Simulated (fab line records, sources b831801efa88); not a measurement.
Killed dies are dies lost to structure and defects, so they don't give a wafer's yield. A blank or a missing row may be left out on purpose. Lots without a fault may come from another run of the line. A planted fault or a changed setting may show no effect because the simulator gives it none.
Which tool did it? | flow sky130 | 24 lots, 72 wafers sampled, at 5 steps of a route of 708

WHAT THE GAUGES READ, wafer by wafer
SKY_FIELD_ISO_THK_MEAS_25. Usual: FIELD_ISO_CVD_24_THK 595 nm, standard deviation 5.5.
lot  | measured    | on            | FIELD_ISO_CVD_24_THK (nm) | flag
L074 | day 2 07:11 | film_metro-04 | 594 586 603               |
L075 | day 2 11:03 | film_metro-03 | 596 590 586               |
L076 | day 2 17:32 | film_metro-03 | 592 587 596               |
L077 | day 2 21:54 | film_metro-03 | 596 582 586               |
L078 | day 3 02:49 | film_metro-04 | 596 596 599               |
L079 | day 3 09:56 | film_metro-02 | 592 593 593               |
L080 | day 3 20:16 | film_metro-04 | 594 583 591               |
L081 | day 3 20:21 | film_metro-03 | 604 597 592               |
L082 | day 4 01:50 | film_metro-02 | 593 595 585               |
L083 | day 4 07:39 | film_metro-04 | 590 592 599               |
L084 | day 4 10:52 | film_metro-03 | 596 606 603               |
L085 | day 4 18:10 | film_metro-02 | 590 594 599               |
L086 | day 4 21:05 | film_metro-03 | 598 598 590               |
L087 | day 5 03:35 | film_metro-04 | 599 600 602               |
L088 | day 5 13:37 | film_metro-04 | 602 597 602               |
L089 | day 5 15:10 | film_metro-04 | 599 596 603               |
L090 | day 5 17:50 | film_metro-04 | 599 597 594               |
L091 | day 5 23:20 | film_metro-03 | 597 604 599               |
L092 | day 6 03:13 | film_metro-02 | 602 601 597               |
L093 | day 7 15:44 | film_metro-04 | 596 587 600               |
L094 | day 7 15:44 | film_metro-02 | 596 594 596               |
L097 | day 7 15:48 | film_metro-04 | 602 597 600               |
L095 | day 7 15:52 | film_metro-04 | 595 595 602               |
L096 | day 7 15:52 | film_metro-02 | 594 594 590               |

SKY_NWELL_RS_MEAS_31: measures by four-point-probe. Usual: PWDE_RS 5272 ohm/sq, standard deviation 19.
lot  | measured     | on            | PWDE_RS (ohm/sq) | flag
L074 | day 5 05:41  | film_metro-01 | 5271 5287 5292   |
L075 | day 5 09:50  | film_metro-01 | 5279 5283 5261   |
L076 | day 5 19:30  | film_metro-04 | 5246 5261 5266   |
L077 | day 5 22:35  | film_metro-03 | 5308 5284 5313   |
L078 | day 6 03:26  | film_metro-04 | 5278 5285 5266   |
L079 | day 6 13:06  | film_metro-03 | 5253 5241 5236   |
L080 | day 6 20:35  | film_metro-04 | 5252 5269 5263   |
L081 | day 6 21:04  | film_metro-03 | 5250 5260 5257   |
L082 | day 7 07:55  | film_metro-01 | 5282 5285 5275   |
L083 | day 7 10:17  | film_metro-01 | 5255 5261 5256   |
L084 | day 7 17:45  | film_metro-03 | 5280 5271 5296   |
L085 | day 7 22:54  | film_metro-03 | 5290 5277 5295   |
L086 | day 8 01:32  | film_metro-03 | 5270 5264 5279   |
L087 | day 8 10:36  | film_metro-04 | 5281 5301 5291   |
L088 | day 8 21:19  | film_metro-04 | 5267 5268 5293   |
L089 | day 9 00:13  | film_metro-01 | 5269 5269 5276   |
L090 | day 9 02:17  | film_metro-04 | 5254 5259 5265   |
L091 | day 9 11:35  | film_metro-01 | 5261 5270 5264   |
L092 | day 9 17:05  | film_metro-01 | 5260 5276 5273   |
L093 | day 11 12:34 | film_metro-03 | 5287 5284 5278   |
L094 | day 11 12:54 | film_metro-04 | 5268 5295 5290   |
L097 | day 11 12:54 | film_metro-01 | 5299 5300 5315   |
L095 | day 11 15:37 | film_metro-04 | 5233 5246 5244   |
L096 | day 11 15:27 | film_metro-03 | 5264 5249 5278   |

SKY_POLY_GATE_THK_MEAS_21. Usual: POLY_GATE_OXIDATION_THK 4.00 nm, standard deviation 0.092.
lot  | measured     | on            | POLY_GATE_OXIDATION_THK (nm) | flag
L074 | day 15 23:17 | film_metro-01 | 4.02 4.08 3.99               |
L075 | day 16 03:37 | film_metro-04 | 3.96 4.02 3.99               |
L076 | day 16 18:52 | film_metro-02 | 4.08 4.02 4.05               |
L077 | day 17 00:20 | film_metro-04 | 4.06 4.05 4.13               |
L078 | day 17 08:53 | film_metro-01 | 4.01 4.08 4.08               |
L079 | day 18 00:56 | film_metro-02 | 3.99 3.93 3.99               |
L080 | day 18 14:58 | film_metro-04 | 3.97 3.92 3.97               |
L081 | day 18 16:14 | film_metro-04 | 4.00 3.98 4.05               |
L082 | day 19 08:13 | film_metro-01 | 3.99 3.93 3.97               |
L083 | day 19 08:22 | film_metro-04 | 4.05 4.02 3.98               |
L084 | day 20 00:13 | film_metro-02 | 4.00 3.99 4.02               |
L085 | day 20 15:13 | film_metro-02 | 4.02 4.09 4.07               |
L086 | day 20 13:02 | film_metro-01 | 3.97 3.92 3.92               |
L087 | day 20 23:36 | film_metro-01 | 4.09 3.93 4.01               |
L088 | day 21 15:30 | film_metro-04 | 4.10 4.07 4.04               |
L089 | day 21 20:22 | film_metro-02 | 3.97 3.99 4.05               |
L090 | day 22 01:16 | film_metro-04 | 3.90 3.91 3.90               |
L091 | day 22 10:52 | film_metro-04 | 4.15 4.20 4.17               |
L092 | day 22 20:13 | film_metro-01 | 4.21 4.13 4.14               |
L093 | day 25 00:59 | film_metro-02 | 3.96 3.95 3.87               |
L094 | day 25 04:28 | film_metro-01 | 3.89 3.90 3.87               |
L097 | day 25 04:10 | film_metro-04 | 3.88 3.97 3.93               |
L095 | day 25 11:06 | film_metro-01 | 4.05 3.93 3.93               |
L096 | day 25 09:49 | film_metro-04 | 3.89 3.90 3.87               |

SKY_LDD_P_CD_MEAS_07: target cd 380 nm. Usual: cd_nm 379.7 nm, standard deviation 2.4.
lot  | measured     | on        | cd_nm (nm)        | flag
L074 | day 18 09:35 | cd_sem-02 | 381.6 378.7 382.8 |
L075 | day 18 13:49 | cd_sem-02 | 378.6 377.4 376.7 |
L076 | day 19 07:53 | cd_sem-01 | 383.5 383.8 383.4 |
L077 | day 19 13:18 | cd_sem-02 | 378.3 378.3 376.2 |
L078 | day 19 21:49 | cd_sem-01 | 380.6 381.4 382.3 |
L079 | day 20 16:40 | cd_sem-01 | 381.9 383.1 382.2 |
L080 | day 21 04:25 | cd_sem-01 | 381.8 378.0 380.9 |
L081 | day 21 06:18 | cd_sem-02 | 377.1 379.7 378.0 |
L082 | day 21 22:26 | cd_sem-01 | 379.7 379.6 378.5 |
L083 | day 21 23:05 | cd_sem-02 | 375.9 376.6 376.2 |
L084 | day 22 13:23 | cd_sem-02 | 379.3 381.0 379.7 |
L085 | day 23 04:43 | cd_sem-02 | 377.7 378.4 381.3 |
L086 | day 23 02:44 | cd_sem-01 | 381.0 380.1 381.5 |
L087 | day 23 13:53 | cd_sem-02 | 377.5 376.5 376.9 |
L088 | day 24 05:04 | cd_sem-02 | 379.6 380.9 380.2 |
L089 | day 24 07:32 | cd_sem-02 | 382.0 377.6 377.3 |
L090 | day 24 13:08 | cd_sem-02 | 380.8 381.0 379.2 |
L091 | day 24 23:29 | cd_sem-01 | 381.2 380.1 380.3 |
L092 | day 25 08:05 | cd_sem-02 | 380.1 380.9 377.9 |
L093 | day 27 12:33 | cd_sem-01 | 380.8 378.7 379.8 |
L094 | day 27 16:02 | cd_sem-02 | 381.5 381.4 381.7 |
L097 | day 27 15:02 | cd_sem-02 | 382.0 383.3 383.0 |
L095 | day 27 21:29 | cd_sem-02 | 379.9 379.7 380.7 |
L096 | day 27 19:35 | cd_sem-01 | 373.9 376.7 375.8 |

SKY_LI_CONTACT_CD_MEAS_12: target cd 170 nm. Usual: cd_nm 170.4 nm, standard deviation 1.4.
lot  | measured     | on        | cd_nm (nm)        | flag
L074 | day 28 14:56 | cd_sem-02 | 170.9 170.8 168.8 |
L075 | day 28 17:03 | cd_sem-01 | 170.6 169.3 169.8 |
L076 | day 29 08:20 | cd_sem-01 | 171.8 171.9 172.0 |
L077 | day 29 15:43 | cd_sem-01 | 172.4 171.9 171.4 |
L078 | day 29 22:20 | cd_sem-01 | 169.6 169.3 168.9 |
L079 | day 30 18:14 | cd_sem-02 | 170.5 171.3 170.4 |
L080 | day 31 01:32 | cd_sem-02 | 172.2 172.0 171.5 |
L081 | day 31 04:03 | cd_sem-01 | 167.8 166.8 167.2 |
L082 | day 31 17:07 | cd_sem-01 | 170.5 172.6 172.3 |
L083 | day 31 20:07 | cd_sem-02 | 169.7 168.6 168.7 |
L084 | day 32 11:02 | cd_sem-02 | 170.6 170.7 170.1 |
L085 | day 32 22:47 | cd_sem-02 | 169.6 169.7 168.9 |
L086 | day 32 19:01 | cd_sem-02 | 168.5 169.8 169.0 |
L087 | day 33 07:32 | cd_sem-02 | 170.0 170.4 170.7 |
L088 | day 33 19:52 | cd_sem-01 | 170.4 169.3 169.3 |
L089 | day 33 22:05 | cd_sem-02 | 171.1 171.2 171.4 |
L090 | day 34 04:25 | cd_sem-02 | 171.6 171.7 172.5 |
L091 | day 34 10:08 | cd_sem-01 | 172.6 172.5 172.8 |
L092 | day 34 19:18 | cd_sem-02 | 171.8 171.0 171.3 |
L093 | day 36 21:02 | cd_sem-02 | 170.3 169.4 171.6 |
L094 | day 37 00:12 | cd_sem-01 | 171.4 170.5 169.3 |
L097 | day 36 21:11 | cd_sem-02 | 169.2 168.6 168.9 |
L095 | day 37 04:40 | cd_sem-01 | 170.0 168.7 169.5 |
L096 | day 37 01:50 | cd_sem-02 | 171.3 171.1 169.5 |

WHICH TOOL RAN EACH LOT (tool, then ch and the chambers of the sampled wafers, then the start)
The record holds no process step before these readings.

WHAT THE TOOLS THEMSELVES READ (means of the sampled wafers that have a number; where no wafer has one, the mark that the record gives instead)
The record holds no such reading with a usual standard deviation.

THE ANSWER, worked out from the rows above alone
Rule: a lot is off if the mean of its wafers that have a number lies more than 3 standard deviations from the usual mean. A lot without any number at a reading at which 4 lots or more have one is off too. The other lots that the step has rows for count as sound. The gauges are gone through in route order, then the tools' own readings, and for those a lot's mean is taken as printed above. The first step at which some lot is off is used, and at that step the reading that is off furthest; a lot without a number counts as furthest.
No lot is off at any reading shown: from this, nothing can be told.

WHAT THE SIMULATOR HAD PUT IN
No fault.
